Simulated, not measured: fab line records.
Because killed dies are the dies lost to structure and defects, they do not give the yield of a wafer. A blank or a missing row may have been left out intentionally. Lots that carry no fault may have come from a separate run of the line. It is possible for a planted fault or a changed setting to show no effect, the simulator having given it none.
Which of the tools did it? | flow gf180mcu | 12 lots, 36 wafers sampled, at 3 steps of a route of 602

## WHAT THE GAUGES READ, wafer by wafer
GF_V2_OVL_MEAS_15. Usual: V2_OVL typically reads -2 nm, with standard deviation 4.9.
lot  | measured     | on         | V2_OVL (nm) | flag
L360 | day 21 02:07 | overlay-01 | 3 3 7       |
L361 | day 21 09:04 | overlay-02 | -5 -7 -8    |
L362 | day 21 18:39 | overlay-01 | 4 5 3       |
L364 | day 22 11:16 | overlay-01 | 0 10 0      |
L366 | day 23 09:18 | overlay-01 | -2 -5 2     |
L369 | day 24 09:26 | overlay-01 | -2 -2 -2    |
L370 | day 24 15:28 | overlay-01 | -4 -2 0     |
L374 | day 25 21:13 | overlay-01 | -10 -14 -9  |
L375 | day 26 05:01 | overlay-01 | 2 1 -2      |
L376 | day 26 14:58 | overlay-01 | -7 -5 -5    |
L378 | day 26 23:58 | overlay-01 | 1 3 -3      |
L380 | day 27 17:52 | overlay-01 | 5 9 5       |

## EACH LOT AND THE TOOL THAT RAN IT (in order: tool; ch and the chambers of the sampled wafers; start)
lot  | GF_V1_SPUTTER_21             | GF_V2_CMP_04
L360 | pvd_sputter-01, day 18 23:13 | cmp-01 ch 0,2,3, day 20 01:11
L361 | pvd_sputter-02, day 19 06:37 | cmp-01 ch 0,3, day 20 08:15
L362 | pvd_sputter-04, day 19 16:20 | cmp-01 ch 0,3, day 20 18:05
L364 | pvd_sputter-01, day 20 09:35 | cmp-01 ch 0,1, day 21 11:49
L366 | pvd_sputter-02, day 21 07:56 | cmp-01 ch 0,1, day 22 09:27
L369 | pvd_sputter-04, day 22 09:34 | cmp-01 ch 0,3, day 23 10:45
L370 | pvd_sputter-04, day 22 16:12 | cmp-02 ch 0,1,2, day 23 16:43
L374 | pvd_sputter-04, day 23 23:37 | cmp-01 ch 0,3, day 24 23:37
L375 | pvd_sputter-01, day 24 07:41 | cmp-01 ch 0,2, day 25 07:12
L376 | pvd_sputter-01, day 24 18:24 | cmp-02 ch 1,2,3, day 25 17:19
L378 | pvd_sputter-02, day 25 04:32 | cmp-02 ch 0,2,3, day 26 03:36
L380 | pvd_sputter-02, day 25 23:32 | cmp-02 ch 0,2,3, day 26 21:47
- GF_V1_SPUTTER_21: material Ti, target thk 15 nm, time 80.02 s.
- GF_V2_CMP_04: polishes SiO2.

## AS READ BY THE TOOLS THEMSELVES (means over the sampled wafers that have a number; for cases with no such wafer, the mark the record gives instead)
GF_V1_SPUTTER_21. Usual: throttle_valve_pct at 30.1 %, with a standard deviation of 0.63.
lot  | tool           | throttle_valve_pct (%) | flag
L360 | pvd_sputter-01 | 30.2                   |
L361 | pvd_sputter-02 | 30.6                   |
L362 | pvd_sputter-04 | 29.7                   |
L364 | pvd_sputter-01 | 29.6                   |
L366 | pvd_sputter-02 | 30.4                   |
L369 | pvd_sputter-04 | 29.2                   |
L370 | pvd_sputter-04 | 29.1                   |
L374 | pvd_sputter-04 | 30.2                   |
L375 | pvd_sputter-01 | 29.7                   |
L376 | pvd_sputter-01 | 30.0                   |
L378 | pvd_sputter-02 | 30.9                   |
L380 | pvd_sputter-02 | 30.2                   |

GF_V2_CMP_04. Usual: edge_zone_pressure_frac 1.001, standard deviation 0.0046; motor_current_A 11.9 A, standard deviation 1.3; time_to_endpoint_s 82 s, standard deviation 4.9.
lot  | tool   | edge_zone_pressure_frac | motor_current_A (A) | time_to_endpoint_s (s) | flag
L360 | cmp-01 | 1.001                   | 11.5                | 82                     |
L361 | cmp-01 | 1.002                   | 10.9                | 84                     |
L362 | cmp-01 | 0.999                   | 11.0                | 81                     |
L364 | cmp-01 | 0.998                   | 11.1                | 79                     |
L366 | cmp-01 | 0.997                   | 11.1                | 85                     |
L369 | cmp-01 | 1.000                   | 10.9                | 85                     |
L370 | cmp-02 | 1.000                   | 11.9                | 84                     |
L374 | cmp-01 | 1.002                   | 11.2                | 55                     | OFF
L375 | cmp-01 | 1.003                   | 11.4                | 66                     | OFF
L376 | cmp-02 | 1.002                   | 13.2                | 77                     |
L378 | cmp-02 | 0.999                   | 12.6                | 74                     |
L380 | cmp-02 | 1.004                   | 13.1                | 79                     |

## THE ANSWER, worked out from the rows above alone
Rule: a lot is off if the mean of its wafers that have a number lies more than 3 standard deviations from the usual mean. A lot without any number at a reading at which 4 lots or more have one is off too. All remaining lots with rows at the step are treated as sound. The gauges are gone through in route order, then the tools' own readings, and for those a lot's mean is taken as printed above. The first step at which some lot is off is used, and at that step the reading that is off furthest; a lot without a number counts as furthest.
Off at GF_V2_CMP_04 (time_to_endpoint_s): L374, L375.
A tool fits if, at that step or a process step before it, it ran every lot that is off, and no sound lot after the first of them. One candidate fits, namely cmp-01 at GF_V2_CMP_04. A fault onset in the window from L369 (day 23 10:45, its last sound lot) to L374 (day 24 23:37, its first lot off) fits.
The tool's own readings at GF_V2_CMP_04 bear it out: on the lots that are off they differ by more than 5 times the standard deviation of the sound lots' means. time_to_endpoint_s reads 60 s there against 81 s on the sound lots.

## WHAT THE SIMULATOR PUT IN
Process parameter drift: cmp-01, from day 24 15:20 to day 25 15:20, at GF_V2_CMP_04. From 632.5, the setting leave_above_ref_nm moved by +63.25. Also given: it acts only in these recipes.
Shown lots that were struck: L374, L375. The same result came from the rule above.
